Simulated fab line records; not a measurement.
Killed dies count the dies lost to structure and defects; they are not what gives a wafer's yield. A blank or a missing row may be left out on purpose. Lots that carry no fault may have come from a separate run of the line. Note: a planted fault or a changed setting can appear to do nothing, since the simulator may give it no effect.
Which of the tools did it? || flow gf180mcu || 13 lots with 39 wafers sampled at 2 steps, on a route of 602 steps

## WHAT THE GAUGES SHOWED, per wafer
GF_MIM_THK_MEAS_06. Usual: MIM_CVD_05_THK 41.9 nm, standard deviation 0.58.
{"lot": "L722", "measured": "day 24 11:34", "on": "film metro-03", "MIM_CVD_05_THK (nm)": "41.6 42.0 42.4", "flag": ""}
{"lot": "L723", "measured": "day 25 00:38", "on": "film metro-03", "MIM_CVD_05_THK (nm)": "40.2 41.5 42.1", "flag": ""}
{"lot": "L724", "measured": "day 25 09:12", "on": "film metro-03", "MIM_CVD_05_THK (nm)": "42.3 42.3 42.0", "flag": ""}
{"lot": "L725", "measured": "day 25 12:16", "on": "film metro-02", "MIM_CVD_05_THK (nm)": "42.1 41.2 41.1", "flag": ""}
{"lot": "L726", "measured": "day 25 18:11", "on": "film metro-02", "MIM_CVD_05_THK (nm)": "41.5 41.4 42.2", "flag": ""}
{"lot": "L727", "measured": "day 26 03:34", "on": "film metro-03", "MIM_CVD_05_THK (nm)": "42.0 42.3 43.1", "flag": ""}
{"lot": "L729", "measured": "day 26 15:49", "on": "film metro-02", "MIM_CVD_05_THK (nm)": "41.8 42.7 42.2", "flag": ""}
{"lot": "L730", "measured": "day 27 06:01", "on": "film metro-01", "MIM_CVD_05_THK (nm)": "41.8 42.8 42.6", "flag": ""}
{"lot": "L734", "measured": "day 28 14:26", "on": "film metro-01", "MIM_CVD_05_THK (nm)": "41.7 42.6 41.9", "flag": ""}
{"lot": "L739", "measured": "day 29 22:38", "on": "film metro-03", "MIM_CVD_05_THK (nm)": "42.1 42.5 41.6", "flag": ""}
{"lot": "L740", "measured": "day 30 03:52", "on": "film metro-03", "MIM_CVD_05_THK (nm)": "41.2 41.7 41.4", "flag": ""}
{"lot": "L742", "measured": "day 30 18:46", "on": "film metro-03", "MIM_CVD_05_THK (nm)": "41.2 42.4 42.1", "flag": ""}
{"lot": "L745", "measured": "day 31 10:20", "on": "film metro-03", "MIM_CVD_05_THK (nm)": "41.9 42.1 42.1", "flag": ""}

## WHICH TOOL RAN EACH LOT (tool, then ch and the chambers of the sampled wafers, then the start)
{"lot": "L722", "GF_M2_SPUTTER_01": "pvd sputter-03, day 18 04:53"}
{"lot": "L723", "GF_M2_SPUTTER_01": "pvd sputter-03, day 18 17:12"}
{"lot": "L724", "GF_M2_SPUTTER_01": "pvd sputter-03, day 19 03:47"}
{"lot": "L725", "GF_M2_SPUTTER_01": "pvd sputter-02, day 19 08:29"}
{"lot": "L726", "GF_M2_SPUTTER_01": "pvd sputter-03, day 19 15:10"}
{"lot": "L727", "GF_M2_SPUTTER_01": "pvd sputter-02, day 20 01:26"}
{"lot": "L729", "GF_M2_SPUTTER_01": "pvd sputter-02, day 20 16:30"}
{"lot": "L730", "GF_M2_SPUTTER_01": "pvd sputter-03, day 21 06:54"}
{"lot": "L734", "GF_M2_SPUTTER_01": "pvd sputter-03, day 22 23:07"}
{"lot": "L739", "GF_M2_SPUTTER_01": "pvd sputter-02, day 24 10:12"}
{"lot": "L740", "GF_M2_SPUTTER_01": "pvd sputter-03, day 24 17:17"}
{"lot": "L742", "GF_M2_SPUTTER_01": "pvd sputter-03, day 25 10:38"}
{"lot": "L745", "GF_M2_SPUTTER_01": "pvd sputter-03, day 26 04:54"}
- GF_M2_SPUTTER_01: material TiN, target thk 30 nm, time 25 s.

## WHAT THE TOOLS THEMSELVES READ (means of the sampled wafers that have a number; where no wafer has one, the mark that the record gives instead)
GF_M2_SPUTTER_01. Usual: throttle valve pct at 30.0 %, with a standard deviation of 0.91.
{"lot": "L722", "tool": "pvd sputter-03", "throttle valve pct (%)": 29.9, "flag": ""}
{"lot": "L723", "tool": "pvd sputter-03", "throttle valve pct (%)": 29.7, "flag": ""}
{"lot": "L724", "tool": "pvd sputter-03", "throttle valve pct (%)": 29.9, "flag": ""}
{"lot": "L725", "tool": "pvd sputter-02", "throttle valve pct (%)": 30.4, "flag": ""}
{"lot": "L726", "tool": "pvd sputter-03", "throttle valve pct (%)": 29.5, "flag": ""}
{"lot": "L727", "tool": "pvd sputter-02", "throttle valve pct (%)": 30.8, "flag": ""}
{"lot": "L729", "tool": "pvd sputter-02", "throttle valve pct (%)": 30.4, "flag": ""}
{"lot": "L730", "tool": "pvd sputter-03", "throttle valve pct (%)": 30.0, "flag": ""}
{"lot": "L734", "tool": "pvd sputter-03", "throttle valve pct (%)": 29.6, "flag": ""}
{"lot": "L739", "tool": "pvd sputter-02", "throttle valve pct (%)": 29.7, "flag": ""}
{"lot": "L740", "tool": "pvd sputter-03", "throttle valve pct (%)": 29.9, "flag": ""}
{"lot": "L742", "tool": "pvd sputter-03", "throttle valve pct (%)": 29.5, "flag": ""}
{"lot": "L745", "tool": "pvd sputter-03", "throttle valve pct (%)": 29.8, "flag": ""}

## THE ANSWER, worked out from the rows above alone
Rule: lot off if the mean of its wafers having a number is beyond 3 standard deviations from the usual mean. A lot without any number at a reading at which 4 lots or more have one is off too. All remaining lots with rows at the step are treated as sound. First the gauges in route order, then the tools' own readings, where a lot's mean is used as printed above. The first step at which some lot is off is used, and at that step the reading that is off furthest; a lot without a number counts as furthest.
No lot is off on any of the readings shown, so nothing can be concluded from this.

## WHAT THE SIMULATOR PUT IN
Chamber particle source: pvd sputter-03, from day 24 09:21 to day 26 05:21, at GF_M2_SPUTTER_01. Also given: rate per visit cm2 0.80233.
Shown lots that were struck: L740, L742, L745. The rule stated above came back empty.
